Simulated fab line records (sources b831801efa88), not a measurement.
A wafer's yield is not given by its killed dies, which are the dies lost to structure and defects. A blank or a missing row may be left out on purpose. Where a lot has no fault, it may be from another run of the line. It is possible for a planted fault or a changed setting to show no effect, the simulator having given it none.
Which tool did it? || flow sky130 || 10 lots, 30 wafers sampled, at 6 steps of a route of 708

WHAT THE GAUGES SHOWED, per wafer
SKY_VIA2_BOW_MEAS_03.
{"lot": "L284", "measured": "day 34 23:44", "on": "film metro-02", "VIA2_BOW (um)": "96 88 91"}
{"lot": "L286", "measured": "day 35 20:12", "on": "film metro-02", "VIA2_BOW (um)": "85 96 89"}
{"lot": "L287", "measured": "day 36 01:48", "on": "film metro-03", "VIA2_BOW (um)": "89 74 74"}
{"lot": "L293", "measured": "day 38 10:24", "on": "film metro-02", "VIA2_BOW (um)": "89 84 76"}
{"lot": "L295", "measured": "day 38 22:27", "on": "film metro-04", "VIA2_BOW (um)": "88 72 83"}
{"lot": "L297", "measured": "day 39 09:13", "on": "film metro-02", "VIA2_BOW (um)": "83 94 91"}
{"lot": "L304", "measured": "day 42 03:40", "on": "film metro-03", "VIA2_BOW (um)": "76 98 100"}
{"lot": "L307", "measured": "day 42 14:24", "on": "film metro-03", "VIA2_BOW (um)": "80 89 90"}
{"lot": "L306", "measured": "day 42 17:17", "on": "film metro-03", "VIA2_BOW (um)": "95 88 89"}
{"lot": "L305", "measured": "day 42 21:27", "on": "film metro-04", "VIA2_BOW (um)": "79 88 74"}

SKY_CAPM_RS_MEAS_03: measurement is done with a four-point probe.
{"lot": "L284", "measured": "day 36 04:04", "on": "film metro-03", "CAPM_TIN_RS (ohm/sq)": "6.71 6.75 6.79"}
{"lot": "L286", "measured": "day 36 23:56", "on": "film metro-01", "CAPM_TIN_RS (ohm/sq)": "7.01 6.87 6.88"}
{"lot": "L287", "measured": "day 37 05:42", "on": "film metro-01", "CAPM_TIN_RS (ohm/sq)": "6.90 6.86 6.86"}
{"lot": "L293", "measured": "day 39 14:23", "on": "film metro-04", "CAPM_TIN_RS (ohm/sq)": "6.96 6.82 8.28"}
{"lot": "L295", "measured": "day 40 02:02", "on": "film metro-04", "CAPM_TIN_RS (ohm/sq)": "6.95 6.95 8.18"}
{"lot": "L297", "measured": "day 40 12:40", "on": "film metro-03", "CAPM_TIN_RS (ohm/sq)": "6.67 6.77 6.78"}
{"lot": "L304", "measured": "day 43 04:47", "on": "film metro-01", "CAPM_TIN_RS (ohm/sq)": "6.90 7.05 7.00"}
{"lot": "L307", "measured": "day 43 16:06", "on": "film metro-04", "CAPM_TIN_RS (ohm/sq)": "6.90 6.90 6.88"}
{"lot": "L306", "measured": "day 43 17:49", "on": "film metro-03", "CAPM_TIN_RS (ohm/sq)": "6.80 6.78 6.79"}
{"lot": "L305", "measured": "day 43 22:30", "on": "film metro-04", "CAPM_TIN_RS (ohm/sq)": "6.79 6.79 6.87"}

SKY_CAPM_THK_MEAS_04: measures by xrf.
{"lot": "L284", "measured": "day 36 04:11", "on": "film metro-03", "CAPM_TIN_THK (nm)": "206.1 204.8 204.2"}
{"lot": "L286", "measured": "day 37 00:03", "on": "film metro-01", "CAPM_TIN_THK (nm)": "199.1 205.3 203.6"}
{"lot": "L287", "measured": "day 37 05:49", "on": "film metro-01", "CAPM_TIN_THK (nm)": "202.8 203.7 202.7"}
{"lot": "L293", "measured": "day 39 14:29", "on": "film metro-04", "CAPM_TIN_THK (nm)": "202.5 207.5 171.1"}
{"lot": "L295", "measured": "day 40 02:09", "on": "film metro-04", "CAPM_TIN_THK (nm)": "203.3 203.7 172.9"}
{"lot": "L297", "measured": "day 40 12:47", "on": "film metro-03", "CAPM_TIN_THK (nm)": "207.9 205.4 206.0"}
{"lot": "L304", "measured": "day 43 04:54", "on": "film metro-01", "CAPM_TIN_THK (nm)": "202.7 198.8 199.6"}
{"lot": "L307", "measured": "day 43 16:13", "on": "film metro-04", "CAPM_TIN_THK (nm)": "205.3 205.0 205.6"}
{"lot": "L306", "measured": "day 43 17:56", "on": "film metro-03", "CAPM_TIN_THK (nm)": "205.4 206.0 204.5"}
{"lot": "L305", "measured": "day 43 22:37", "on": "film metro-04", "CAPM_TIN_THK (nm)": "208.3 208.2 206.8"}

WHAT TOOL EACH LOT RAN ON (gives the tool, then ch and the chambers of the sampled wafers, and finally the start)
{"lot": "L284", "SKY_VIA2_ETCH_15": "rie diel-04 ch 0,2,3, day 36 02:23", "SKY_VIA2_STRIP_16": "plasma asher-02 ch 0,1, day 36 02:26", "SKY_CAPM_SPUTTER_02": "pvd sputter-01, day 36 03:58"}
{"lot": "L286", "SKY_VIA2_ETCH_15": "rie diel-01 ch 0,2,3, day 36 22:15", "SKY_VIA2_STRIP_16": "plasma asher-04 ch 0,1, day 36 22:19", "SKY_CAPM_SPUTTER_02": "pvd sputter-03, day 36 23:49"}
{"lot": "L287", "SKY_VIA2_ETCH_15": "rie diel-02 ch 0,1, day 37 04:00", "SKY_VIA2_STRIP_16": "plasma asher-02 ch 0,1, day 37 04:04", "SKY_CAPM_SPUTTER_02": "pvd sputter-03, day 37 05:34"}
{"lot": "L293", "SKY_VIA2_ETCH_15": "rie diel-02 ch 0,1,2, day 39 12:27", "SKY_VIA2_STRIP_16": "plasma asher-02 ch 0,1, day 39 12:33", "SKY_CAPM_SPUTTER_02": "pvd sputter-03, day 39 14:14"}
{"lot": "L295", "SKY_VIA2_ETCH_15": "rie diel-01 ch 0,1,2, day 40 00:19", "SKY_VIA2_STRIP_16": "plasma asher-04 ch 0,1, day 40 00:23", "SKY_CAPM_SPUTTER_02": "pvd sputter-03, day 40 01:55"}
{"lot": "L297", "SKY_VIA2_ETCH_15": "rie diel-04 ch 0,1,3, day 40 10:58", "SKY_VIA2_STRIP_16": "plasma asher-02 ch 0,1, day 40 11:02", "SKY_CAPM_SPUTTER_02": "pvd sputter-02, day 40 12:34"}
{"lot": "L304", "SKY_VIA2_ETCH_15": "rie diel-01 ch 2,3, day 43 03:04", "SKY_VIA2_STRIP_16": "plasma asher-04 ch 0, day 43 03:08", "SKY_CAPM_SPUTTER_02": "pvd sputter-02, day 43 04:40"}
{"lot": "L307", "SKY_VIA2_ETCH_15": "rie diel-01 ch 0,2, day 43 14:25", "SKY_VIA2_STRIP_16": "plasma asher-04 ch 1, day 43 14:29", "SKY_CAPM_SPUTTER_02": "pvd sputter-01, day 43 15:59"}
{"lot": "L306", "SKY_VIA2_ETCH_15": "rie diel-02 ch 1,3, day 43 16:09", "SKY_VIA2_STRIP_16": "plasma asher-04 ch 0,1, day 43 16:13", "SKY_CAPM_SPUTTER_02": "pvd sputter-01, day 43 17:43"}
{"lot": "L305", "SKY_VIA2_ETCH_15": "rie diel-02 ch 0,2, day 43 20:49", "SKY_VIA2_STRIP_16": "plasma asher-04 ch 0,1, day 43 20:53", "SKY_CAPM_SPUTTER_02": "pvd sputter-02, day 43 22:23"}
- SKY_VIA2_ETCH_15: etches SiO2 in C4F8/O2/Ar, stops on TiN, target depth 546 nm, time 84 s.
- SKY_VIA2_STRIP_16: strips in O2/N2.
- SKY_CAPM_SPUTTER_02: material TiN, target thk 200 nm, time 166.7 s.

AS READ BY THE TOOLS THEMSELVES (means over the sampled wafers that have a number; for cases with no such wafer, the mark the record gives instead)
SKY_VIA2_ETCH_15.
{"lot": "L284", "tool": "rie diel-04", "oes product au (a.u.)": 0.941}
{"lot": "L286", "tool": "rie diel-01", "oes product au (a.u.)": 0.941}
{"lot": "L287", "tool": "rie diel-02", "oes product au (a.u.)": 0.934}
{"lot": "L293", "tool": "rie diel-02", "oes product au (a.u.)": 0.942}
{"lot": "L295", "tool": "rie diel-01", "oes product au (a.u.)": 0.939}
{"lot": "L297", "tool": "rie diel-04", "oes product au (a.u.)": 0.940}
{"lot": "L304", "tool": "rie diel-01", "oes product au (a.u.)": 0.941}
{"lot": "L307", "tool": "rie diel-01", "oes product au (a.u.)": 0.935}
{"lot": "L306", "tool": "rie diel-02", "oes product au (a.u.)": 0.936}
{"lot": "L305", "tool": "rie diel-02", "oes product au (a.u.)": 0.937}

SKY_VIA2_STRIP_16.
{"lot": "L284", "tool": "plasma asher-02", "drypump motor current A (A)": 5.91, "oes product au (a.u.)": 0.397, "strip time to endpoint s (s)": 4.09}
{"lot": "L286", "tool": "plasma asher-04", "drypump motor current A (A)": 5.80, "oes product au (a.u.)": 0.396, "strip time to endpoint s (s)": 4.05}
{"lot": "L287", "tool": "plasma asher-02", "drypump motor current A (A)": 5.91, "oes product au (a.u.)": 0.400, "strip time to endpoint s (s)": 4.06}
{"lot": "L293", "tool": "plasma asher-02", "drypump motor current A (A)": 5.90, "oes product au (a.u.)": 0.397, "strip time to endpoint s (s)": 4.05}
{"lot": "L295", "tool": "plasma asher-04", "drypump motor current A (A)": 5.65, "oes product au (a.u.)": 0.398, "strip time to endpoint s (s)": 4.04}
{"lot": "L297", "tool": "plasma asher-02", "drypump motor current A (A)": 5.90, "oes product au (a.u.)": 0.404, "strip time to endpoint s (s)": 4.10}
{"lot": "L304", "tool": "plasma asher-04", "drypump motor current A (A)": 5.54, "oes product au (a.u.)": 0.401, "strip time to endpoint s (s)": 4.08}
{"lot": "L307", "tool": "plasma asher-04", "drypump motor current A (A)": 5.94, "oes product au (a.u.)": 0.400, "strip time to endpoint s (s)": 4.06}
{"lot": "L306", "tool": "plasma asher-04", "drypump motor current A (A)": 5.67, "oes product au (a.u.)": 0.403, "strip time to endpoint s (s)": 4.07}
{"lot": "L305", "tool": "plasma asher-04", "drypump motor current A (A)": 5.82, "oes product au (a.u.)": 0.400, "strip time to endpoint s (s)": 4.06}

SKY_CAPM_SPUTTER_02.
{"lot": "L284", "tool": "pvd sputter-01", "throttle valve pct (%)": 29.0}
{"lot": "L286", "tool": "pvd sputter-03", "throttle valve pct (%)": 29.9}
{"lot": "L287", "tool": "pvd sputter-03", "throttle valve pct (%)": 29.6}
{"lot": "L293", "tool": "pvd sputter-03", "throttle valve pct (%)": 29.8}
{"lot": "L295", "tool": "pvd sputter-03", "throttle valve pct (%)": 29.9}
{"lot": "L297", "tool": "pvd sputter-02", "throttle valve pct (%)": 29.8}
{"lot": "L304", "tool": "pvd sputter-02", "throttle valve pct (%)": 29.9}
{"lot": "L307", "tool": "pvd sputter-01", "throttle valve pct (%)": 29.8}
{"lot": "L306", "tool": "pvd sputter-01", "throttle valve pct (%)": 29.4}
{"lot": "L305", "tool": "pvd sputter-02", "throttle valve pct (%)": 29.6}

THE ANSWER, worked out from the rows above alone
Rule: the lots themselves supply what counts as usual. The widest of any qualifying gaps counts: lots, ordered by their means at a reading, are off when they make up no more than a third of the lots, leave a main group of 4 or more, and stand apart from it by 3 or more times the standard deviation of that group's means. A main group whose means are all the same, to the digits that the tables above print for the reading, isn't used. Also off: a lot with no number at a reading for which 4 or more lots have one. Any other lot the step has rows for is counted as sound. After the gauges, taken in route order, come the tools' own readings; for these a lot's mean is taken, as printed above. The first step at which some lot is off is used, and at that step the reading that is off furthest; a lot without a number counts as furthest.
Off: L293, L295, seen at SKY_CAPM_RS_MEAS_03 (CAPM_TIN_RS). Mean 6.85 ohm/sq and standard deviation 0.08 in the main group.
A tool fits if, at a process step before that reading, it ran every lot that is off, and no sound lot after the first of them. Gauges at SKY_CAPM_RS_MEAS_03: tried the same way as those tools. One fits: SKY_CAPM_SPUTTER_02 on pvd sputter-03. A fault onset in the window from L287 (day 37 05:34, its last sound lot) to L293 (day 39 14:14, its first lot off) fits.

WHAT THE SIMULATOR HAD PUT IN
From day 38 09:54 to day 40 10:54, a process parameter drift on pvd sputter-03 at SKY_CAPM_SPUTTER_02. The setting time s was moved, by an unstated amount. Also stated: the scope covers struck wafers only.
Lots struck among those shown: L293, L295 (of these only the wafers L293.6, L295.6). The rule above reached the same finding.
